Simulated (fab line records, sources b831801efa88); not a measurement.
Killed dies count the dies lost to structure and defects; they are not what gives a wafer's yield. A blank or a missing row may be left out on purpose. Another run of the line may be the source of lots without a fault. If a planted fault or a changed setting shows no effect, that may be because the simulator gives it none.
Which tool is to blame?    flow gf180mcu    72 wafers from 24 lots sampled at 6 of the route's 602 steps

WHAT THE GAUGES READ, wafer by wafer
GF_VT_IMPLANT_RS_MEAS_47: the measuring method here is four-point-probe.
lot   measured      on            NWELL_RS (ohm/sq)
L074  day 7 13:29   filmMetro-04  486.6 486.6 486.2
L075  day 7 21:04   filmMetro-03  487.7 486.6 486.8
L076  day 8 01:38   filmMetro-03  487.0 487.5 486.8
L077  day 8 10:53   filmMetro-01  485.3 485.3 486.2
L078  day 8 13:46   filmMetro-01  487.7 486.8 487.6
L079  day 8 23:31   filmMetro-03  488.2 489.1 487.5
L080  day 9 07:10   filmMetro-03  486.1 484.2 485.9
L081  day 9 10:23   filmMetro-04  485.1 485.3 483.7
L082  day 9 19:57   filmMetro-04  488.5 487.3 490.4
L083  day 10 01:43  filmMetro-03  487.3 487.8 487.1
L084  day 10 04:55  filmMetro-03  488.0 487.0 486.5
L085  day 10 14:49  filmMetro-03  489.1 489.6 488.5
L086  day 10 22:59  filmMetro-03  487.5 488.5 488.6
L087  day 11 11:13  filmMetro-04  484.9 485.9 486.8
L088  day 11 22:20  filmMetro-03  486.4 487.9 485.7
L089  day 12 00:53  filmMetro-04  484.3 486.5 486.4
L090  day 12 04:53  filmMetro-04  488.4 487.1 487.2
L091  day 12 09:20  filmMetro-01  487.9 486.6 488.0
L092  day 12 19:47  filmMetro-04  488.5 486.2 486.9
L093  day 13 01:14  filmMetro-04  485.5 486.4 487.3
L094  day 13 06:55  filmMetro-03  486.9 485.6 485.9
L095  day 13 09:22  filmMetro-04  485.6 486.2 486.7
L096  day 13 16:05  filmMetro-04  487.3 487.3 487.2
L097  day 14 00:50  filmMetro-04  488.5 487.8 489.5

GF_CONTACT_THK_MEAS_26: measures by xrf.
lot   measured      on            CONTACT_W_THK (nm)
L074  day 16 01:51  filmMetro-04  298 299 300
L075  day 16 13:22  filmMetro-03  318 306 322
L076  day 16 17:48  filmMetro-03  310 308 306
L077  day 17 05:25  filmMetro-03  302 303 305
L078  day 17 09:38  filmMetro-04  298 299 298
L079  day 17 21:21  filmMetro-04  298 300 299
L080  day 18 11:55  filmMetro-01  310 305 306
L081  day 18 16:17  filmMetro-01  323 308 324
L082  day 19 04:12  filmMetro-03  309 307 305
L083  day 19 10:14  filmMetro-01  310 306 310
L084  day 19 21:23  filmMetro-01  303 305 303
L085  day 20 05:31  filmMetro-03  306 308 322
L086  day 20 18:17  filmMetro-04  301 302 301
L087  day 21 07:15  filmMetro-04  300 301 299
L088  day 21 18:41  filmMetro-03  320 319 319
L089  day 22 00:18  filmMetro-04  297 307 301
L090  day 22 05:01  filmMetro-03  309 307 308
L091  day 22 09:48  filmMetro-04  309 300 307
L092  day 22 23:38  filmMetro-04  299 298 294
L093  day 23 02:54  filmMetro-04  298 312 302
L094  day 23 11:42  filmMetro-03  317 303 319
L095  day 23 16:03  filmMetro-04  307 301 304
L096  day 23 18:29  filmMetro-01  313 310 312
L097  day 24 05:02  filmMetro-03  305 307 305

GF_V1_RS_MEAS_24: the measuring method here is four-point-probe.
lot   measured      on            V1_W_RS (ohm/sq)
L074  day 18 02:43  filmMetro-02  0.326 0.326 0.332
L075  day 18 14:00  filmMetro-03  0.316 0.333 0.319
L076  day 18 18:28  filmMetro-01  0.313 0.324 0.314
L077  day 19 07:26  filmMetro-02  0.330 0.332 0.331
L078  day 19 12:47  filmMetro-03  0.319 0.327 0.327
L079  day 20 00:03  filmMetro-03  0.313 0.317 0.313
L080  day 20 15:41  filmMetro-02  0.332 0.330 0.329
L081  day 20 18:50  filmMetro-02  0.323 0.321 0.323
L082  day 21 06:20  filmMetro-01  0.333 0.331 0.328
L083  day 21 12:36  filmMetro-03  0.325 0.325 0.325
L084  day 22 01:10  filmMetro-01  0.328 0.323 0.332
L085  day 22 07:44  filmMetro-02  0.328 0.326 0.329
L086  day 22 20:21  filmMetro-03  0.329 0.335 0.327
L087  day 23 09:06  filmMetro-03  0.326 0.325 0.332
L088  day 23 20:15  filmMetro-02  0.330 0.328 0.330
L089  day 24 00:47  filmMetro-03  0.326 0.317 0.331
L090  day 24 05:50  filmMetro-03  0.334 0.318 0.334
L091  day 24 10:33  filmMetro-02  0.318 0.330 0.317
L092  day 24 23:42  filmMetro-02  0.333 0.329 0.329
L093  day 25 02:49  filmMetro-02  0.327 0.333 0.325
L094  day 25 10:36  filmMetro-03  0.328 0.328 0.325
L095  day 25 16:01  filmMetro-02  0.331 0.315 0.330
L096  day 25 17:52  filmMetro-03  0.331 0.316 0.330
L097  day 26 03:56  filmMetro-02  0.331 0.318 0.331

GF_V3_THK_MEAS_03.
lot   measured      on            V3_CVD_02_THK (nm)
L074  day 21 09:05  filmMetro-01  841 846 855
L075  day 21 18:56  filmMetro-02  850 848 868
L076  day 21 23:52  filmMetro-01  843 846 865
L077  day 22 12:53  filmMetro-03  862 861 866
L078  day 22 17:01  filmMetro-02  848 844 844
L079  day 23 04:35  filmMetro-02  835 843 852
L080  day 23 18:40  filmMetro-03  846 854 856
L081  day 23 22:36  filmMetro-02  845 856 854
L082  day 24 07:48  filmMetro-02  843 856 859
L083  day 24 14:13  filmMetro-02  849 842 868
L084  day 25 01:38  filmMetro-01  853 858 865
L085  day 25 07:46  filmMetro-03  851 860 863
L086  day 25 20:18  filmMetro-01  860 880 868
L087  day 26 08:01  filmMetro-01  837 847 840
L088  day 26 17:52  filmMetro-02  841 852 848
L089  day 26 22:35  filmMetro-03  842 831 861
L090  day 27 02:58  filmMetro-01  844 849 852
L091  day 27 06:25  filmMetro-01  842 852 857
L092  day 27 18:22  filmMetro-02  848 846 859
L093  day 27 22:23  filmMetro-01  855 862 869
L094  day 28 05:55  filmMetro-02  841 845 855
L095  day 28 10:18  filmMetro-03  854 835 855
L096  day 28 10:49  filmMetro-01  845 835 853
L097  day 28 21:07  filmMetro-01  858 850 870

GF_V3_BOW_MEAS_05.
lot   measured      on            V3_BOW (um)
L074  day 21 09:28  filmMetro-01  111 120 107
L075  day 21 19:17  filmMetro-03  128 115 122
L076  day 22 00:13  filmMetro-01  125 112 120
L077  day 22 13:14  filmMetro-01  122 119 123
L078  day 22 17:23  filmMetro-01  112 111 110
L079  day 23 04:56  filmMetro-01  108 124 122
L080  day 23 19:02  filmMetro-01  118 130 113
L081  day 23 22:58  filmMetro-02  110 117 102
L082  day 24 08:10  filmMetro-03  111 113 116
L083  day 24 14:35  filmMetro-02  106 131 127
L084  day 25 02:01  filmMetro-01  110 107 104
L085  day 25 08:08  filmMetro-01  118 113 118
L086  day 25 20:40  filmMetro-01  120 112 121
L087  day 26 08:23  filmMetro-01  112 121 103
L088  day 26 18:14  filmMetro-03  116 110 117
L089  day 26 22:56  filmMetro-02  100 118 113
L090  day 27 03:37  filmMetro-03  117 122 112
L091  day 27 06:47  filmMetro-03  120 121 133
L092  day 27 18:44  filmMetro-01  105 114 115
L093  day 27 22:46  filmMetro-03  113 115 108
L094  day 28 06:17  filmMetro-03  98 102 102
L095  day 28 10:40  filmMetro-03  125 118 125
L096  day 28 11:11  filmMetro-01  119 114 107
L097  day 28 21:29  filmMetro-01  105 108 105

GF_V3_THK_MEAS_25: measures by xrf.
lot   measured      on            V3_W_THK (nm)
L074  day 22 10:50  filmMetro-03  360 358 360
L075  day 22 19:49  filmMetro-01  363 367 363
L076  day 23 00:30  filmMetro-02  377 368 366
L077  day 23 12:58  filmMetro-03  352 355 356
L078  day 23 17:55  filmMetro-01  361 363 362
L079  day 24 04:46  filmMetro-03  377 362 366
L080  day 24 18:34  filmMetro-01  363 374 375
L081  day 24 22:30  filmMetro-01  374 359 374
L082  day 25 07:17  filmMetro-02  363 361 366
L083  day 25 13:36  filmMetro-03  360 358 354
L084  day 26 01:15  filmMetro-03  352 351 358
L085  day 26 06:57  filmMetro-02  365 360 362
L086  day 26 18:43  filmMetro-02  355 359 354
L087  day 27 06:28  filmMetro-02  357 356 354
L088  day 27 16:19  filmMetro-02  352 359 364
L089  day 27 20:14  filmMetro-02  362 352 356
L090  day 28 00:55  filmMetro-03  381 366 372
L091  day 28 04:07  filmMetro-02  373 360 370
L092  day 28 15:18  filmMetro-02  357 360 358
L093  day 28 18:32  filmMetro-02  373 358 375
L094  day 29 03:08  filmMetro-02  363 367 366
L095  day 29 06:50  filmMetro-03  367 365 360
L096  day 29 07:41  filmMetro-02  362 358 358
L097  day 29 17:42  filmMetro-02  352 355 357

WHICH TOOL RAN EACH LOT (tool, then ch and the chambers of the sampled wafers, then the start)
The record holds no process step before these readings.

WHAT THE TOOLS THEMSELVES READ (means of the sampled wafers that have a number; where no wafer has one, the mark that the record gives instead)
The record holds no such reading with a usual standard deviation.

THE ANSWER, worked out from the rows above alone
Rule: the lots themselves supply what counts as usual. Put in order of their means at a reading, lots are off if they are a third of the lots or fewer, leave a main group of 4 or more, and stand apart from it by a gap of 3 or more times the standard deviation of the main group's means; of several such gaps the widest counts. A main group whose means are all the same, to the digits that the tables above print for the reading, isn't used. Also off: a lot with no number at a reading for which 4 or more lots have one. The other lots that the step has rows for count as sound. Order of review: gauges by route order, followed by the tools' own readings, for which a lot's mean as printed above is used. At the first step where some lot is off, the reading lying furthest off is the one used; lots without a number count as furthest.
Nothing can be told from this: no lot is off at any reading shown.

WHAT THE SIMULATOR HAD PUT IN
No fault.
